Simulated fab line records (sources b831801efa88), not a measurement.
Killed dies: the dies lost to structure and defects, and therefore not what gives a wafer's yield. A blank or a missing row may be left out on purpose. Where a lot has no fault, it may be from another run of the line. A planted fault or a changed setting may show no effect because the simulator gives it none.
fab line records -- flow sky130
[record] lots = 24, wafers = 72, last_day = 50
route steps=708 shown METAL2@487 VIA2@509 CAPM@549 VIA3@575 METAL4@629
lots with no fault: from the same line, run without faults
start_h: hours from the record's first day to the start of the lot's first wafer shown -- wait_h: how many hours have passed since the lot's step before this one -- " the same as in the row above -- L1.1+2: several wafers, shown together as one row -- - value missing, or start not given -- * or withheld: withheld -- < > ~ a bound
route shown NAME@n: names a module that has steps shown in the file, with the first one's number in the route -- usual: mean/standard deviation of fault-free wafers -- same: alike in all rows -- chamber/n: place in a boat -- sites: each site's reading -- _std_site: how widely they spread, as a standard deviation -- _edge_site: the outer-site mean with the inner-site mean subtracted -- radius_mm: how far each site lies from the wafer's centre -- mask NAME#n: copy n -- behind: tool/chamber where the wafer was last shaped -- hold: cause of the lot's hold/its duration in hours/its outcome -- device: names the non-switching transistor (n, p or np) -- end of line: tests run on the same wafers once the route is complete -- where a step has no rows: the recipe by itself -- killed: dies lost to structure and defects at the first sort, not the wafer's yield -- map: shows each die of a wafer: x if killed, . if not, _ if none is there
set.NAME: the setting the step ran with; set.NAME@STEP: the setting that earlier step ran with -- model.NAME: the simulator's own value behind a step, which no gauge read
one table for each step of the route and one row for each wafer, over a sample of lots
services: from which hour (start_h, from the record's first day; less than 0 if before it) a tool's chamber was out of use, for how many hours, and why
[[steps]]
[step SKY_METAL2_SPUTTER_04]
[recipe] material = TiN, target_thk_nm = 70, power_w = 6500, time_s = 58.3, chamber_pressure_pa = 0.4
[usual] throttle_valve_pct = 30.4/1.1
lot.wafer,tool,chamber,start_h,wait_h,throttle_valve_pct
L074.3,pvd_sputter-01,-,811.30,0.0,29.4
L074.4,pvd_sputter-01,-,811.30,0.0,30.7
L074.5,pvd_sputter-01,-,811.30,0.0,30.4
L075.2,pvd_sputter-03,-,819.62,0.0,30.6
L075.3,pvd_sputter-03,-,819.62,0.0,30.3
L075.5,pvd_sputter-03,-,819.62,0.0,30.8
L076.4,pvd_sputter-03,-,830.61,0.0,28.5
L076.5,pvd_sputter-03,-,830.61,0.0,28.4
L076.6,pvd_sputter-03,-,830.61,0.0,30.6
L077.1,pvd_sputter-02,-,832.27,0.0,29.0
L077.2,pvd_sputter-02,-,832.27,0.0,31.4
L077.6,pvd_sputter-02,-,832.27,0.0,31.2
L078.2,pvd_sputter-02,-,836.06,0.0,31.3
L078.3,pvd_sputter-02,-,836.06,0.0,32.0
L078.4,pvd_sputter-02,-,836.06,0.0,31.7
L079.1,pvd_sputter-03,-,838.93,0.0,30.9
L079.3,pvd_sputter-03,-,838.93,0.0,30.2
L079.6,pvd_sputter-03,-,838.93,0.0,28.5
L080.2,pvd_sputter-03,-,849.62,0.0,30.0
L080.5,pvd_sputter-03,-,849.62,0.0,28.2
L080.6,pvd_sputter-03,-,849.62,0.0,30.5
L081.1,pvd_sputter-02,-,853.53,0.0,31.3
L081.4,pvd_sputter-02,-,853.53,0.0,29.1
L081.6,pvd_sputter-02,-,853.53,0.0,31.5
L082.1,pvd_sputter-02,-,866.43,0.0,31.5
L082.5,pvd_sputter-02,-,866.43,0.0,29.3
L082.6,pvd_sputter-02,-,866.43,0.0,32.1
L083.2,pvd_sputter-02,-,871.97,0.0,31.5
L083.3,pvd_sputter-02,-,871.97,0.0,29.0
L083.5,pvd_sputter-02,-,871.97,0.0,31.4
L084.3,pvd_sputter-01,-,879.04,0.0,29.9
L084.4,pvd_sputter-01,-,879.04,0.0,30.9
L084.6,pvd_sputter-01,-,879.04,0.0,30.7
L085.1,pvd_sputter-02,-,882.53,0.0,31.9
L085.2,pvd_sputter-02,-,882.53,0.0,29.3
L085.3,pvd_sputter-02,-,882.53,0.0,31.7
L086.1,pvd_sputter-02,-,885.35,0.0,32.0
L086.4,pvd_sputter-02,-,885.35,0.0,31.8
L086.5,pvd_sputter-02,-,885.35,0.0,29.2
L088.1,pvd_sputter-01,-,902.43,0.0,29.9
L088.3,pvd_sputter-01,-,902.43,0.0,29.1
L088.5,pvd_sputter-01,-,902.43,0.0,29.2
L087.2,pvd_sputter-03,-,904.48,0.0,30.7
L087.3,pvd_sputter-03,-,904.48,0.0,28.2
L087.4,pvd_sputter-03,-,904.48,0.0,30.7
L089.3,pvd_sputter-03,-,910.83,0.0,30.4
L089.4,pvd_sputter-03,-,910.83,0.0,30.2
L089.6,pvd_sputter-03,-,910.83,0.0,30.6
L091.1,pvd_sputter-03,-,920.65,0.0,30.1
L091.3,pvd_sputter-03,-,920.65,0.0,30.6
L091.6,pvd_sputter-03,-,920.65,0.0,30.8
L090.1,pvd_sputter-01,-,922.47,0.0,29.6
L090.3,pvd_sputter-01,-,922.47,0.0,30.5
L090.6,pvd_sputter-01,-,922.47,0.0,29.2
L092.1,pvd_sputter-01,-,927.93,0.0,30.8
L092.5,pvd_sputter-01,-,927.93,0.0,30.9
L092.6,pvd_sputter-01,-,927.93,0.0,30.8
L093.2,pvd_sputter-02,-,939.47,0.0,31.7
L093.3,pvd_sputter-02,-,939.47,0.0,32.2
L093.6,pvd_sputter-02,-,939.47,0.0,31.3
L094.2,pvd_sputter-01,-,941.22,0.0,30.9
L094.5,pvd_sputter-01,-,941.22,0.0,30.0
L094.6,pvd_sputter-01,-,941.22,0.0,30.5
L095.2,pvd_sputter-03,-,957.45,0.0,30.1
L095.4,pvd_sputter-03,-,957.45,0.0,30.4
L095.5,pvd_sputter-03,-,957.45,0.0,28.4
L096.3,pvd_sputter-01,-,959.12,0.0,30.4
L096.4,pvd_sputter-01,-,959.12,0.0,30.9
L096.5,pvd_sputter-01,-,959.12,0.0,31.0
L097.1,pvd_sputter-03,-,962.92,0.0,31.0
L097.3,pvd_sputter-03,-,962.92,0.0,30.6
L097.5,pvd_sputter-03,-,962.92,0.0,30.4
[step SKY_VIA2_CMP_02]
[recipe] material = SiO2, down_force_psi = 4, platen_rpm = 60, pad_velocity_m_s = 0.94248
[usual] motor_current_A = 11.3/0.66
lot.wafer,tool,chamber,start_h,wait_h,motor_current_A
L074.4,cmp-02,0,839.19,0.2,11.6
L074.3,cmp-02,2,839.19,0.2,11.1
L074.5,cmp-02,0,839.19,0.2,10.8
L075.3,cmp-02,0,847.76,0.1,10.8
L075.2,cmp-02,2,847.76,0.1,11.2
L075.5,cmp-02,3,847.76,0.1,12.4
L076.4,cmp-02,0,859.06,0.1,11.5
L076.5,cmp-02,3,859.06,0.1,12.4
L076.6,cmp-02,0,859.06,0.1,11.2
L077.1,cmp-01,2,859.68,0.1,10.6
L077.2,cmp-01,3,859.68,0.1,10.8
L077.6,cmp-01,2,859.68,0.1,10.0
L078.4,cmp-01,1,864.67,0.0,11.9
L078.3,cmp-01,2,864.67,0.0,10.9
L078.2,cmp-01,0,864.67,0.0,10.7
L079.3,cmp-01,0,866.34,0.1,10.7
L079.1,cmp-01,2,866.34,0.1,10.2
L079.6,cmp-01,1,866.34,0.1,12.1
L080.2,cmp-02,0,878.27,0.0,11.2
L080.6,cmp-02,0,878.27,0.0,11.3
L080.5,cmp-02,1,878.27,0.0,12.3
L081.4,cmp-02,2,881.70,0.1,11.5
L081.1,cmp-02,3,881.70,0.1,11.7
L081.6,cmp-02,1,881.70,0.1,12.8
L082.1,cmp-01,0,893.92,0.1,10.7
L082.5,cmp-01,2,893.92,0.1,10.3
L082.6,cmp-01,3,893.92,0.1,11.3
L083.3,cmp-01,2,898.99,0.1,10.2
L083.2,cmp-01,0,898.99,0.1,10.4
L083.5,cmp-01,1,898.99,0.1,12.1
L084.4,cmp-02,1,905.58,0.0,11.8
L084.3,cmp-02,2,905.58,0.0,11.6
L084.6,cmp-02,1,905.58,0.0,11.8
L085.3,cmp-02,1,908.91,0.0,11.4
L085.1,cmp-02,2,908.91,0.0,11.5
L085.2,cmp-02,0,908.91,0.0,11.4
L086.4,cmp-02,3,911.95,0.0,12.3
L086.1,cmp-02,1,911.95,0.0,12.1
L086.5,cmp-02,0,911.95,0.0,11.4
L088.3,cmp-02,0,928.80,0.1,11.2
L088.1,cmp-02,1,928.80,0.1,11.7
L088.5,cmp-02,3,928.80,0.1,11.7
L087.3,cmp-01,0,930.08,0.0,11.2
L087.2,cmp-01,1,930.08,0.0,12.3
L087.4,cmp-01,3,930.08,0.0,10.9
L089.3,cmp-01,0,937.07,0.1,10.6
L089.4,cmp-01,2,937.07,0.1,10.1
L089.6,cmp-01,0,937.07,0.1,10.7
L091.1,cmp-02,0,946.65,0.1,11.9
L091.3,cmp-02,2,946.65,0.1,11.5
L091.6,cmp-02,1,946.65,0.1,11.9
L090.3,cmp-01,1,948.30,0.0,11.9
L090.1,cmp-01,2,948.30,0.0,10.4
L090.6,cmp-01,2,948.30,0.0,10.7
L092.1,cmp-02,2,953.55,0.1,11.3
L092.6,cmp-02,1,953.55,0.1,11.7
L092.5,cmp-02,2,953.55,0.1,11.1
L093.2,cmp-01,1,964.84,0.0,12.3
L093.3,cmp-01,3,964.84,0.0,10.4
L093.6,cmp-01,1,964.84,0.0,11.8
L094.2,cmp-02,1,967.24,0.1,11.8
L094.5,cmp-02,0,967.24,0.1,11.3
L094.6,cmp-02,1,967.24,0.1,11.9
L095.2,cmp-01,0,982.45,0.1,10.8
L095.4,cmp-01,2,982.45,0.1,10.8
L095.5,cmp-01,3,982.45,0.1,10.5
L096.3,cmp-01,1,984.25,0.0,12.0
L096.4,cmp-01,0,984.25,0.0,11.4
L096.5,cmp-01,1,984.25,0.0,11.9
L097.3,cmp-01,2,988.17,0.0,9.7
L097.1,cmp-01,1,988.17,0.0,11.5
L097.5,cmp-01,2,988.17,0.0,10.3
[step SKY_CAPM_OVL_MEAS_12]
[usual] CAPM_OVL = 0.5/1.3
lot.wafer,tool,chamber,start_h,wait_h,CAPM_OVL[nm]
L074.3,overlay-02,-,893.82,0.1,1.2
L074.4,overlay-02,-,893.82,0.1,3.0
L074.5,overlay-02,-,893.82,0.1,1.8
L075.2,overlay-01,-,902.82,0.1,1.6
L075.3,overlay-01,-,902.82,0.1,1.4
L075.5,overlay-01,-,902.82,0.1,1.6
L077.1,overlay-02,-,913.76,0.1,0.9
L077.2,overlay-02,-,913.76,0.1,-0.2
L077.6,overlay-02,-,913.76,0.1,2.0
L076.4,overlay-02,-,915.75,0.1,-0.1
L076.5,overlay-02,-,915.75,0.1,1.2
L076.6,overlay-02,-,915.75,0.1,1.0
L078.2,overlay-02,-,917.84,0.1,1.7
L078.3,overlay-02,-,917.84,0.1,1.6
L078.4,overlay-02,-,917.84,0.1,2.4
L079.1,overlay-01,-,920.23,0.1,-0.1
L079.3,overlay-01,-,920.23,0.1,0.8
L079.6,overlay-01,-,920.23,0.1,1.1
L080.2,overlay-01,-,930.37,0.1,1.4
L080.5,overlay-01,-,930.37,0.1,1.0
L080.6,overlay-01,-,930.37,0.1,2.2
L081.1,overlay-02,-,934.13,0.1,0.7
L081.4,overlay-02,-,934.13,0.1,1.8
L081.6,overlay-02,-,934.13,0.1,1.5
L082.1,overlay-02,-,946.27,0.1,0.7
L082.5,overlay-02,-,946.27,0.1,0.6
L082.6,overlay-02,-,946.27,0.1,-1.7
L083.2,overlay-02,-,950.17,0.1,3.1
L083.3,overlay-02,-,950.17,0.1,3.0
L083.5,overlay-02,-,950.17,0.1,2.1
L084.3,overlay-01,-,956.27,0.1,1.5
L084.4,overlay-01,-,956.27,0.1,0.9
L084.6,overlay-01,-,956.27,0.1,-0.2
L085.1,overlay-01,-,959.90,0.1,0.0
L085.2,overlay-01,-,959.90,0.1,-0.6
L085.3,overlay-01,-,959.90,0.1,0.5
L086.1,overlay-01,-,962.98,0.1,0.4
L086.4,overlay-01,-,962.98,0.1,-0.8
L086.5,overlay-01,-,962.98,0.1,0.5
L088.1,overlay-01,-,979.10,0.1,0.5
L088.3,overlay-01,-,979.10,0.1,1.5
L088.5,overlay-01,-,979.10,0.1,0.8
L087.2,overlay-01,-,980.51,0.1,-1.1
L087.3,overlay-01,-,980.51,0.1,-2.4
L087.4,overlay-01,-,980.51,0.1,-1.5
L089.3,overlay-02,-,987.32,0.1,2.2
L089.4,overlay-02,-,987.32,0.1,0.4
L089.6,overlay-02,-,987.32,0.1,0.2
L091.1,overlay-01,-,996.47,0.1,0.3
L091.3,overlay-01,-,996.47,0.1,1.2
L091.6,overlay-01,-,996.47,0.1,0.4
L092.1,overlay-01,-,1003.25,0.1,1.5
L092.5,overlay-01,-,1003.25,0.1,1.8
L092.6,overlay-01,-,1003.25,0.1,2.9
L090.1,overlay-01,-,1004.22,0.1,-0.7
L090.3,overlay-01,-,1004.22,0.1,-1.3
L090.6,overlay-01,-,1004.22,0.1,-0.5
L093.2,overlay-01,-,1013.42,0.1,-1.7
L093.3,overlay-01,-,1013.42,0.1,0.7
L093.6,overlay-01,-,1013.42,0.1,-0.6
L094.2,overlay-02,-,1015.66,0.1,0.1
L094.5,overlay-02,-,1015.66,0.1,-0.4
L094.6,overlay-02,-,1015.66,0.1,-0.2
L095.2,overlay-01,-,1030.67,0.1,0.9
L095.4,overlay-01,-,1030.67,0.1,-0.5
L095.5,overlay-01,-,1030.67,0.1,0.7
L096.3,overlay-01,-,1032.43,0.1,0.4
L096.4,overlay-01,-,1032.43,0.1,1.6
L096.5,overlay-01,-,1032.43,0.1,1.4
L097.1,overlay-02,-,1036.70,0.1,-1.9
L097.3,overlay-02,-,1036.70,0.1,-2.2
L097.5,overlay-02,-,1036.70,0.1,-3.3
[step SKY_VIA3_CMP_02]
[recipe] material = SiO2, down_force_psi = 4, platen_rpm = 60, pad_velocity_m_s = 0.94248
[usual] motor_current_A = 11.3/0.63
lot.wafer,tool,chamber,start_h,wait_h,motor_current_A
L074.3,cmp-01,0,920.56,0.1,11.3
L074.4,cmp-01,2,920.56,0.1,10.5
L074.5,cmp-01,0,920.56,0.1,10.8
L075.3,cmp-01,3,929.66,0.1,10.6
L075.2,cmp-01,0,929.66,0.1,10.8
L075.5,cmp-01,1,929.66,0.1,12.2
L077.2,cmp-01,1,940.58,0.1,12.1
L077.1,cmp-01,2,940.58,0.1,10.3
L077.6,cmp-01,3,940.58,0.1,10.4
L076.4,cmp-01,0,942.42,0.0,10.4
L076.5,cmp-01,0,942.42,0.0,10.8
L076.6,cmp-01,1,942.42,0.0,11.9
L078.3,cmp-01,3,944.28,0.0,10.9
L078.4,cmp-01,0,944.28,0.0,10.7
L078.2,cmp-01,1,944.28,0.0,12.0
L079.1,cmp-02,3,947.20,0.1,11.4
L079.3,cmp-02,0,947.20,0.1,11.4
L079.6,cmp-02,2,947.20,0.1,11.1
L080.2,cmp-01,3,956.66,0.0,10.6
L080.6,cmp-01,3,956.66,0.0,10.4
L080.5,cmp-01,0,956.66,0.0,10.7
L081.1,cmp-02,2,960.40,0.1,11.6
L081.4,cmp-02,0,960.40,0.1,11.0
L081.6,cmp-02,1,960.40,0.1,12.3
L082.1,cmp-01,1,972.61,0.1,12.1
L082.5,cmp-01,3,972.61,0.1,10.8
L082.6,cmp-01,0,972.61,0.1,10.8
L083.3,cmp-01,3,976.22,0.0,10.6
L083.2,cmp-01,1,976.22,0.0,12.4
L083.5,cmp-01,0,976.22,0.0,10.7
L084.4,cmp-02,3,982.17,0.1,11.6
L084.3,cmp-02,1,982.17,0.1,11.5
L084.6,cmp-02,3,982.17,0.1,12.0
L085.1,cmp-01,2,985.63,0.1,10.6
L085.3,cmp-01,0,985.63,0.1,11.0
L085.2,cmp-01,1,985.63,0.1,11.9
L086.1,cmp-02,2,988.77,0.1,11.6
L086.4,cmp-02,0,988.77,0.1,11.2
L086.5,cmp-02,3,988.77,0.1,11.4
L088.3,cmp-02,0,1004.91,0.0,11.6
L088.1,cmp-02,2,1004.91,0.0,12.2
L088.5,cmp-02,1,1004.91,0.0,11.8
L087.2,cmp-01,3,1005.61,0.0,11.1
L087.4,cmp-01,0,1005.61,0.0,10.7
L087.3,cmp-01,2,1005.61,0.0,10.6
L089.3,cmp-02,2,1012.71,0.0,11.2
L089.4,cmp-02,0,1012.71,0.0,10.5
L089.6,cmp-02,3,1012.71,0.0,11.9
L091.3,cmp-02,0,1021.87,0.0,11.4
L091.1,cmp-02,1,1021.87,0.0,11.7
L091.6,cmp-02,0,1021.87,0.0,10.8
L092.1,cmp-01,2,1028.61,0.3,10.6
L092.6,cmp-01,2,1028.61,0.3,10.5
L092.5,cmp-01,3,1028.61,0.3,10.3
L090.1,cmp-01,2,1029.26,0.1,11.0
L090.3,cmp-01,3,1029.26,0.1,11.1
L090.6,cmp-01,2,1029.26,0.1,10.9
L093.2,cmp-02,1,1037.71,0.0,11.9
L093.3,cmp-02,2,1037.71,0.0,10.6
L093.6,cmp-02,2,1037.71,0.0,11.3
L094.2,cmp-01,3,1040.03,0.1,10.8
L094.5,cmp-01,1,1040.03,0.1,11.7
L094.6,cmp-01,2,1040.03,0.1,10.7
L095.2,cmp-02,0,1055.31,0.1,10.9
L095.4,cmp-02,3,1055.31,0.1,12.4
L095.5,cmp-02,1,1055.31,0.1,11.9
L096.3,cmp-01,1,1056.99,0.0,12.7
L096.4,cmp-01,2,1056.99,0.0,10.1
L096.5,cmp-01,1,1056.99,0.0,12.1
L097.1,cmp-02,3,1060.37,0.1,12.3
L097.3,cmp-02,1,1060.37,0.1,11.8
L097.5,cmp-02,0,1060.37,0.1,10.9
[step SKY_METAL4_CD_MEAS_13]
[recipe] target_cd_nm = 300
[usual] cd_nm = 299.6/1.4
lot.wafer,tool,chamber,start_h,wait_h,cd_nm
L074.3,cd_sem-01,-,996.09,-,298.8
L074.4,cd_sem-01,-,996.09,-,298.0
L074.5,cd_sem-01,-,996.09,-,298.8
L075.2,cd_sem-01,-,1003.97,-,301.1
L075.3,cd_sem-01,-,1003.97,-,301.2
L075.5,cd_sem-01,-,1003.97,-,301.0
L077.1,cd_sem-02,-,1013.77,-,298.4
L077.2,cd_sem-02,-,1013.77,-,299.1
L077.6,cd_sem-02,-,1013.77,-,297.1
L076.4,cd_sem-02,-,1015.19,-,301.1
L076.5,cd_sem-02,-,1015.19,-,302.0
L076.6,cd_sem-02,-,1015.19,-,301.9
L078.2,cd_sem-01,-,1017.24,-,300.4
L078.3,cd_sem-01,-,1017.24,-,300.1
L078.4,cd_sem-01,-,1017.24,-,301.0
L079.1,cd_sem-02,-,1021.45,-,298.3
L079.3,cd_sem-02,-,1021.45,-,299.0
L079.6,cd_sem-02,-,1021.45,-,298.0
L080.2,cd_sem-02,-,1030.39,-,299.7
L080.5,cd_sem-02,-,1030.39,-,298.1
L080.6,cd_sem-02,-,1030.39,-,300.2
L081.1,cd_sem-02,-,1044.40,-,297.8
L081.4,cd_sem-02,-,1044.40,-,297.8
L081.6,cd_sem-02,-,1044.40,-,299.7
L082.1,cd_sem-01,-,1045.73,-,299.8
L082.5,cd_sem-01,-,1045.73,-,297.7
L082.6,cd_sem-01,-,1045.73,-,299.8
L083.2,cd_sem-02,-,1048.29,-,298.8
L083.3,cd_sem-02,-,1048.29,-,300.3
L083.5,cd_sem-02,-,1048.29,-,300.2
L084.3,cd_sem-02,-,1053.39,-,302.1
L084.4,cd_sem-02,-,1053.39,-,301.8
L084.6,cd_sem-02,-,1053.39,-,303.1
L085.1,cd_sem-01,-,1056.48,-,300.1
L085.2,cd_sem-01,-,1056.48,-,299.7
L085.3,cd_sem-01,-,1056.48,-,301.3
L086.1,cd_sem-01,-,1060.00,-,296.8
L086.4,cd_sem-01,-,1060.00,-,298.4
L086.5,cd_sem-01,-,1060.00,-,298.5
L087.2,cd_sem-02,-,1075.87,-,299.8
L087.3,cd_sem-02,-,1075.87,-,299.1
L087.4,cd_sem-02,-,1075.87,-,300.0
L088.1,cd_sem-01,-,1076.20,-,297.6
L088.3,cd_sem-01,-,1076.20,-,297.8
L088.5,cd_sem-01,-,1076.20,-,299.0
L089.3,cd_sem-02,-,1080.72,-,299.3
L089.4,cd_sem-02,-,1080.72,-,300.5
L089.6,cd_sem-02,-,1080.72,-,299.5
L091.1,cd_sem-02,-,1090.27,-,299.1
L091.3,cd_sem-02,-,1090.27,-,298.2
L091.6,cd_sem-02,-,1090.27,-,298.9
L092.1,cd_sem-02,-,1096.46,-,300.0
L092.5,cd_sem-02,-,1096.46,-,299.7
L092.6,cd_sem-02,-,1096.46,-,298.9
L090.1,cd_sem-01,-,1097.48,-,300.9
L090.3,cd_sem-01,-,1097.48,-,300.6
L090.6,cd_sem-01,-,1097.48,-,301.2
L093.2,cd_sem-01,-,1104.59,-,297.4
L093.3,cd_sem-01,-,1104.59,-,298.3
L093.6,cd_sem-01,-,1104.59,-,299.4
L094.2,cd_sem-01,-,1107.24,-,300.0
L094.5,cd_sem-01,-,1107.24,-,299.5
L094.6,cd_sem-01,-,1107.24,-,300.0
L096.3,cd_sem-02,-,1123.66,-,302.0
L096.4,cd_sem-02,-,1123.66,-,302.4
L096.5,cd_sem-02,-,1123.66,-,302.1
L095.2,cd_sem-02,-,1126.15,-,297.7
L095.4,cd_sem-02,-,1126.15,-,298.4
L095.5,cd_sem-02,-,1126.15,-,299.2
L097.1,cd_sem-02,-,1126.83,-,299.7
L097.3,cd_sem-02,-,1126.83,-,298.7
L097.5,cd_sem-02,-,1126.83,-,298.9
[step SKY_METAL4_OVL_MEAS_14]
[usual] METAL4_OVL = 4/6
lot.wafer,tool,chamber,start_h,wait_h,METAL4_OVL[nm]
L074.3,overlay-02,-,996.19,0.1,3
L074.4,overlay-02,-,996.19,0.1,6
L074.5,overlay-02,-,996.19,0.1,2
L075.2,overlay-02,-,1004.08,0.1,1
L075.3,overlay-02,-,1004.08,0.1,2
L075.5,overlay-02,-,1004.08,0.1,9
L077.1,overlay-02,-,1013.89,0.1,8
L077.2,overlay-02,-,1013.89,0.1,-4
L077.6,overlay-02,-,1013.89,0.1,-5
L076.4,overlay-02,-,1015.27,0.1,8
L076.5,overlay-02,-,1015.27,0.1,6
L076.6,overlay-02,-,1015.27,0.1,9
L078.2,overlay-02,-,1017.34,0.1,9
L078.3,overlay-02,-,1017.34,0.1,6
L078.4,overlay-02,-,1017.34,0.1,2
L079.1,overlay-02,-,1021.57,0.1,11
L079.3,overlay-02,-,1021.57,0.1,7
L079.6,overlay-02,-,1021.57,0.1,14
L080.2,overlay-02,-,1030.49,0.1,2
L080.5,overlay-02,-,1030.49,0.1,3
L080.6,overlay-02,-,1030.49,0.1,8
L081.1,overlay-02,-,1044.52,0.1,-10
L081.4,overlay-02,-,1044.52,0.1,0
L081.6,overlay-02,-,1044.52,0.1,2
L082.1,overlay-01,-,1045.85,0.1,7
L082.5,overlay-01,-,1045.85,0.1,4
L082.6,overlay-01,-,1045.85,0.1,17
L083.2,overlay-01,-,1048.39,0.1,6
L083.3,overlay-01,-,1048.39,0.1,11
L083.5,overlay-01,-,1048.39,0.1,9
L084.3,overlay-02,-,1053.49,0.1,11
L084.4,overlay-02,-,1053.49,0.1,8
L084.6,overlay-02,-,1053.49,0.1,10
L085.1,overlay-02,-,1056.60,0.1,2
L085.2,overlay-02,-,1056.60,0.1,9
L085.3,overlay-02,-,1056.60,0.1,-2
L086.1,overlay-02,-,1060.12,0.1,7
L086.4,overlay-02,-,1060.12,0.1,9
L086.5,overlay-02,-,1060.12,0.1,4
L087.2,overlay-01,-,1075.98,0.1,1
L087.3,overlay-01,-,1075.98,0.1,5
L087.4,overlay-01,-,1075.98,0.1,-6
L088.1,overlay-01,-,1076.32,0.1,7
L088.3,overlay-01,-,1076.32,0.1,2
L088.5,overlay-01,-,1076.32,0.1,8
L089.3,overlay-01,-,1080.81,0.1,14
L089.4,overlay-01,-,1080.81,0.1,2
L089.6,overlay-01,-,1080.81,0.1,11
L091.1,overlay-01,-,1090.39,0.1,8
L091.3,overlay-01,-,1090.39,0.1,9
L091.6,overlay-01,-,1090.39,0.1,7
L092.1,overlay-01,-,1096.58,0.1,5
L092.5,overlay-01,-,1096.58,0.1,8
L092.6,overlay-01,-,1096.58,0.1,3
L090.1,overlay-02,-,1097.60,0.1,-2
L090.3,overlay-02,-,1097.60,0.1,-8
L090.6,overlay-02,-,1097.60,0.1,3
L093.2,overlay-02,-,1104.69,0.1,-2
L093.3,overlay-02,-,1104.69,0.1,0
L093.6,overlay-02,-,1104.69,0.1,3
L094.2,overlay-02,-,1107.34,0.1,5
L094.5,overlay-02,-,1107.34,0.1,0
L094.6,overlay-02,-,1107.34,0.1,8
L096.3,overlay-01,-,1123.75,0.1,-14
L096.4,overlay-01,-,1123.75,0.1,3
L096.5,overlay-01,-,1123.75,0.1,-8
L095.2,overlay-02,-,1126.26,0.1,-1
L095.4,overlay-02,-,1126.26,0.1,4
L095.5,overlay-02,-,1126.26,0.1,9
L097.1,overlay-01,-,1126.95,0.1,-7
L097.3,overlay-01,-,1126.95,0.1,-8
L097.5,overlay-01,-,1126.95,0.1,-8
[[services]]
tool,chamber,start_h,hours,kind
pvd_sputter-01,-,831.23,8.0,repair
pvd_sputter-02,3,832.59,-,consumable_replace:kit
cmp-01,-,837.86,6.0,pm
pvd_sputter-01,-,848.44,4.2,repair
pvd_sputter-03,3,851.76,-,consumable_replace:kit
pvd_sputter-03,3,851.76,18.0,scheduled_down
pvd_sputter-03,3,851.76,18.0,vent_cycle
pvd_sputter-01,-,852.78,1.3,repair
cmp-02,-,859.90,6.8,pm
cmp-01,-,872.10,10.1,pm
pvd_sputter-03,-,904.73,0.5,repair
cmp-01,-,906.90,1.4,repair
cmp-01,-,912.00,4.0,pm
cmp-01,-,916.00,-,consumable_replace:conditioner
cmp-01,-,916.00,-,consumable_replace:pad
cmp-02,-,938.69,7.0,repair
cmp-02,-,948.08,2.4,repair
pvd_sputter-01,-,948.52,2.6,repair
cmp-01,-,948.71,2.7,repair
cmp-01,-,953.87,1.0,repair
pvd_sputter-01,-,959.56,3.6,repair
pvd_sputter-03,2,1049.63,-,consumable_replace:kit
pvd_sputter-03,2,1049.63,18.0,scheduled_down
pvd_sputter-03,2,1049.63,18.0,vent_cycle
[[key]]
fault none
